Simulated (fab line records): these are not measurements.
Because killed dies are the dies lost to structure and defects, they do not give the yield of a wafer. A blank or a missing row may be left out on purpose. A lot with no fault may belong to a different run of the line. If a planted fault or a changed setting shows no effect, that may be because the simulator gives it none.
The tool behind it: which one? :: flow sky130 :: 12 lots, 36 wafers sampled, at 1 step of a route of 708

== WHAT THE GAUGES READ, wafer by wafer ==
SKY_VIA4_OVL_MEAS_11.
lot: L075
measured: day 43 17:43
on: overlay-02
VIA4_OVL (nm): -0.7 -0.6 -0.1

lot: L076
measured: day 43 19:25
on: overlay-01
VIA4_OVL (nm): -1.9 -4.0 -2.0

lot: L079
measured: day 45 11:46
on: overlay-02
VIA4_OVL (nm): 0.4 -0.6 -0.3

lot: L080
measured: day 45 12:58
on: overlay-01
VIA4_OVL (nm): -3.4 -3.9 -1.9

lot: L084
measured: day 45 18:52
on: overlay-02
VIA4_OVL (nm): -2.8 -2.1 -1.5

lot: L085
measured: day 45 21:49
on: overlay-02
VIA4_OVL (nm): -1.1 -1.6 -1.2

lot: L087
measured: day 46 06:52
on: overlay-01
VIA4_OVL (nm): -1.7 -0.7 -1.9

lot: L089
measured: day 46 15:46
on: overlay-01
VIA4_OVL (nm): -0.9 -0.3 -0.7

lot: L091
measured: day 47 08:55
on: overlay-02
VIA4_OVL (nm): -1.3 -1.7 -1.4

lot: L093
measured: day 47 23:16
on: overlay-02
VIA4_OVL (nm): -2.5 -1.1 -2.9

lot: L095
measured: day 48 11:13
on: overlay-01
VIA4_OVL (nm): 0.0 -0.2 0.9

lot: L097
measured: day 48 17:34
on: overlay-01
VIA4_OVL (nm): 0.2 0.6 0.8

== WHICH TOOL RAN EACH LOT (tool, then ch and the chambers of the sampled wafers, then the start) ==
Record: no process step prior to these readings.

== THE ANSWER, worked out from the rows above alone ==
Rule: the usual values come from the lots themselves. The widest of any qualifying gaps counts: lots, ordered by their means at a reading, are off when they make up no more than a third of the lots, leave a main group of 4 or more, and stand apart from it by 3 or more times the standard deviation of that group's means. Not used: any main group whose means are identical at the precision the tables above print for the reading. Also off: a lot with no number at a reading for which 4 or more lots have one. The other lots that the step has rows for count as sound.
No lot is off at any reading shown: from this, nothing can be told.

== WHAT THE SIMULATOR PUT IN ==
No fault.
